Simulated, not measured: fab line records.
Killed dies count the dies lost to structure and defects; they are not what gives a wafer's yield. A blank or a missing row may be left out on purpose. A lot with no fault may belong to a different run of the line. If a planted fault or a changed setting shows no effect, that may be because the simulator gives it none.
The tool behind it: which one? ; flow sky130 ; 13 lots with 38 wafers sampled at 3 steps, on a route of 708 steps

== WHAT EACH GAUGE READ, for each wafer ==
SKY_VT_ADJUST_HVTP_OVL_MEAS_08. Usual: VT_ADJUST_HVTP_OVL typically reads -0.2 nm, with standard deviation 1.1.
lot;measured;on;VT_ADJUST_HVTP_OVL (nm);flag
L486;day 6 09:17;overlay-01;-1.8 0.6 -0.3;
L487;day 6 16:39;overlay-02;-1.1 -0.8 -0.6;
L489;day 7 23:26;overlay-02;-0.7 0.9;
L491;day 8 00:02;overlay-01;-3.8 -1.0 -2.2;
L499;day 9 22:38;overlay-01;-0.4 0.1 1.1;
L500;day 10 05:31;overlay-01;-0.8 0.7 1.4;
L501;day 10 08:19;overlay-01;0.5 -0.6 -0.1;
L502;day 10 15:05;overlay-01;0.4 0.7 0.1;
L504;day 11 06:23;overlay-02;-0.2 -0.7 0.2;
L505;day 11 12:00;overlay-02;1.4 -0.5 -0.1;
L506;day 12 00:20;overlay-02;-0.5 -0.1 1.4;
L507;day 12 01:13;overlay-02;0.0 0.1 0.2;
L508;day 12 08:10;overlay-01;0.5 -0.5 1.3;

SKY_VT_ADJUST_LVTN_OVL_MEAS_18. Usual: VT_ADJUST_LVTN_01_OVL typically reads 0.1 nm, with standard deviation 1.2.
lot;measured;on;VT_ADJUST_LVTN_01_OVL (nm);flag
L486;day 8 02:21;overlay-01;-0.5 -1.6 -0.4;
L487;day 8 10:28;overlay-01;0.1 1.5 1.7;
L489;day 9 19:28;overlay-02;0.1 0.4;
L491;day 9 19:51;overlay-01;-2.4 0.7 -0.9;
L499;day 11 21:07;overlay-01;-1.6 -1.2 -2.0;
L500;day 12 03:40;overlay-01;-0.7 0.3 -0.9;
L501;day 12 08:13;overlay-02;0.7 1.9 0.4;
L502;day 12 14:04;overlay-02;-0.3 -0.9 -0.2;
L504;day 13 07:22;overlay-01;-0.1 0.7 -1.2;
L505;day 13 14:48;overlay-02;-0.3 0.1 1.2;
L506;day 14 02:13;overlay-02;2.0 1.9 0.9;
L507;day 14 03:28;overlay-01;1.3 1.0 1.4;
L508;day 14 11:01;overlay-01;0.9 0.6 1.6;

SKY_LDD_LDN_TW_MEAS_13. Usual: LDD_LDN_TW typically reads 1473, with standard deviation 8.8.
lot;measured;on;LDD_LDN_TW;flag
L486;day 23 18:46;filmMetro-02;1468 1482 1478;
L487;day 24 01:49;filmMetro-02;1473 1467 1472;
L489;day 25 14:13;filmMetro-02;1483 1474;
L491;day 25 15:49;filmMetro-04;1459 1458 1459;
L499;day 28 04:38;filmMetro-02;1473 1476 1478;
L500;day 28 11:35;filmMetro-01;1468 1469 1467;
L501;day 28 16:13;filmMetro-04;1470 1466 1474;
L502;day 29 01:02;filmMetro-04;1461 1466 1464;
L504;day 29 20:03;filmMetro-02;1489 1485 1495;
L505;day 30 04:17;filmMetro-01;1485 1496 1479;
L506;day 30 14:49;filmMetro-01;1480 1472 1485;
L507;day 30 18:00;filmMetro-01;1480 1482 1481;
L508;day 30 21:13;filmMetro-01;1481 1476 1473;

== EACH LOT AND THE TOOL THAT RAN IT (in order: tool; ch and the chambers of the sampled wafers; start) ==
There is no process step in the record ahead of these readings.

== WHAT THE TOOLS THEMSELVES READ (means of the sampled wafers that have a number; where no wafer has one, the mark that the record gives instead) ==
The record holds no such reading with a usual standard deviation.

== THE ANSWER, worked out from the rows above alone ==
Rule: a lot is off if the mean of its wafers that have a number lies more than 3 standard deviations from the usual mean. A lot without any number at a reading at which 4 lots or more have one is off too. All remaining lots with rows at the step are treated as sound. First the gauges in route order, then the tools' own readings, where a lot's mean is used as printed above. At the first step where some lot is off, the reading lying furthest off is the one used; lots without a number count as furthest.
None of the lots is off at any reading shown; this tells nothing.

== WHAT THE SIMULATOR PUT IN ==
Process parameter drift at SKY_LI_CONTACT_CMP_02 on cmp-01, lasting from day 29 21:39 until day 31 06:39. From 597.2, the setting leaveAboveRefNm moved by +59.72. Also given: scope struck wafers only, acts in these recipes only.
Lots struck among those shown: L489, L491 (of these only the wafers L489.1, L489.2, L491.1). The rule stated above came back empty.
